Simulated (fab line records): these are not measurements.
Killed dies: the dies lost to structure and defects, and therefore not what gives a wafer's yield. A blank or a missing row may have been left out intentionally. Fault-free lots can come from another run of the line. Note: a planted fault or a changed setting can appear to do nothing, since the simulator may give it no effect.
Split-lot study / flow sky130 / route with 708 steps; 5 lots, 23 wafers read

## SPLIT DETAILS
At SKY_SONOS_TUNNEL_IMPLANT_09, the setting energy_kev was moved away from the recipe's 20 on 5 of the 23 wafers read, by -5.2% to -2.9%. For the rest of the wafers, this setting stayed at what the recipe calls for.

Reading taken at the split's own step.

## THE READING
The simulator's own value implant.drp_nm, read by no gauge, in nm at SKY_SONOS_TUNNEL_IMPLANT_09. The file gives no usual value for it.

wafer=L074.1; tool, chamber at the split=implanter-02, 0; energy_kev as run=20; against the recipe=recipe; implant.drp_nm, nm=28.34; against lot-mates on the recipe=-
wafer=L074.3; tool, chamber at the split=implanter-02, 0; energy_kev as run=20; against the recipe=recipe; implant.drp_nm, nm=28.34; against lot-mates on the recipe=-
wafer=L074.4; tool, chamber at the split=implanter-02, 0; energy_kev as run=20; against the recipe=recipe; implant.drp_nm, nm=28.34; against lot-mates on the recipe=-
wafer=L074.5; tool, chamber at the split=implanter-02, 0; energy_kev as run=20; against the recipe=recipe; implant.drp_nm, nm=28.34; against lot-mates on the recipe=-
wafer=L074.6; tool, chamber at the split=implanter-02, 0; energy_kev as run=20; against the recipe=recipe; implant.drp_nm, nm=28.34; against lot-mates on the recipe=-
wafer=L079.4; tool, chamber at the split=implanter-02, 0; energy_kev as run=20; against the recipe=recipe; implant.drp_nm, nm=28.34; against lot-mates on the recipe=-
wafer=L079.5; tool, chamber at the split=implanter-02, 0; energy_kev as run=20; against the recipe=recipe; implant.drp_nm, nm=28.34; against lot-mates on the recipe=-
wafer=L079.6; tool, chamber at the split=implanter-02, 0; energy_kev as run=20; against the recipe=recipe; implant.drp_nm, nm=28.34; against lot-mates on the recipe=-
wafer=L082.1; tool, chamber at the split=implanter-02, 0; energy_kev as run=20; against the recipe=recipe; implant.drp_nm, nm=28.34; against lot-mates on the recipe=-
wafer=L082.2; tool, chamber at the split=implanter-02, 0; energy_kev as run=20; against the recipe=recipe; implant.drp_nm, nm=28.34; against lot-mates on the recipe=-
wafer=L082.4; tool, chamber at the split=implanter-02, 0; energy_kev as run=20; against the recipe=recipe; implant.drp_nm, nm=28.34; against lot-mates on the recipe=-
wafer=L082.5; tool, chamber at the split=implanter-02, 0; energy_kev as run=20; against the recipe=recipe; implant.drp_nm, nm=28.34; against lot-mates on the recipe=-
wafer=L082.6; tool, chamber at the split=implanter-02, 0; energy_kev as run=20; against the recipe=recipe; implant.drp_nm, nm=28.34; against lot-mates on the recipe=-
wafer=L083.1; tool, chamber at the split=implanter-02, 0; energy_kev as run=20; against the recipe=recipe; implant.drp_nm, nm=28.34; against lot-mates on the recipe=-
wafer=L083.4; tool, chamber at the split=implanter-02, 0; energy_kev as run=20; against the recipe=recipe; implant.drp_nm, nm=28.34; against lot-mates on the recipe=-
wafer=L083.2; tool, chamber at the split=implanter-02, 0; energy_kev as run=18.97; against the recipe=-5.2%; implant.drp_nm, nm=27.3; against lot-mates on the recipe=-1.04
wafer=L083.3; tool, chamber at the split=implanter-02, 0; energy_kev as run=18.97; against the recipe=-5.2%; implant.drp_nm, nm=27.3; against lot-mates on the recipe=-1.04
wafer=L083.5; tool, chamber at the split=implanter-02, 0; energy_kev as run=18.97; against the recipe=-5.2%; implant.drp_nm, nm=27.3; against lot-mates on the recipe=-1.04
wafer=L084.1; tool, chamber at the split=implanter-04, 0; energy_kev as run=20; against the recipe=recipe; implant.drp_nm, nm=28.34; against lot-mates on the recipe=-
wafer=L084.3; tool, chamber at the split=implanter-04, 0; energy_kev as run=20; against the recipe=recipe; implant.drp_nm, nm=28.34; against lot-mates on the recipe=-
wafer=L084.5; tool, chamber at the split=implanter-04, 0; energy_kev as run=20; against the recipe=recipe; implant.drp_nm, nm=28.34; against lot-mates on the recipe=-
wafer=L084.2; tool, chamber at the split=implanter-04, 0; energy_kev as run=19.41; against the recipe=-2.9%; implant.drp_nm, nm=27.75; against lot-mates on the recipe=-0.59
wafer=L084.6; tool, chamber at the split=implanter-04, 0; energy_kev as run=19.41; against the recipe=-2.9%; implant.drp_nm, nm=27.75; against lot-mates on the recipe=-0.59

FIT RESULTS
A straight line over all 23 wafers: implant.drp_nm changes by +0.202 nm for each +1% of energy_kev; r = +1.00; the points scatter about the line by 0.0016 nm.
The same after taking each lot's own level away (the mean of its wafers on the recipe; 23 wafers): +0.202 nm for each +1%; r = +1.00; scatter 0.0016 nm.
That fit puts the effect of the largest move of energy_kev on the reading at 1 nm.
The lots' own levels span 28.340 to 28.340 nm.
Hence the lot-to-lot level has little effect on the slope; both slopes agree.
Check: for one of the wafers moved furthest among these (-5.2%), held out of the fit, the line's prediction against its lot-mates is -1.04 nm. It came out at -1.04 nm against them.

## THE OTHER SPLITS THESE WAFERS WENT THROUGH
These wafers also went through other splits before the reading. Each is held against what the fit with the lots' levels taken away leaves over:
other split on the same wafers=SKY_VT_ADJUST_HVTR_DEVELOP_06 develop_time_s; wafers away from the commonest value=9; r with implant.drp_nm (lot level and that fit taken away)=-0.07
other split on the same wafers=SKY_VT_ADJUST_PCH_COAT_02 spin_rpm; wafers away from the commonest value=11; r with implant.drp_nm (lot level and that fit taken away)=-0.12
other split on the same wafers=SKY_SONOS_TUNNEL_COAT_02 spin_rpm; wafers away from the commonest value=9; r with implant.drp_nm (lot level and that fit taken away)=-0.02

## THE WHOLE CHAIN: every reading that the file lists as answering this split, in the file's order
step=SKY_SONOS_TUNNEL_IMPLANT_09; what it does=; reading=implant.rp_nm (the simulator's own value, which no gauge read); change (the file's fit)=+0.67 nm for each +1% of the setting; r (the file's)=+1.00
step=SKY_SONOS_TUNNEL_IMPLANT_09; what it does=; reading=implant.drp_nm (the simulator's own value, which no gauge read); change (the file's fit)=+0.2 nm for each +1% of the setting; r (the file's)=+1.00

## FILE'S OWN FIT
implant.drp_nm changes by +0.2 nm for each +1% of energy_kev, r = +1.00.
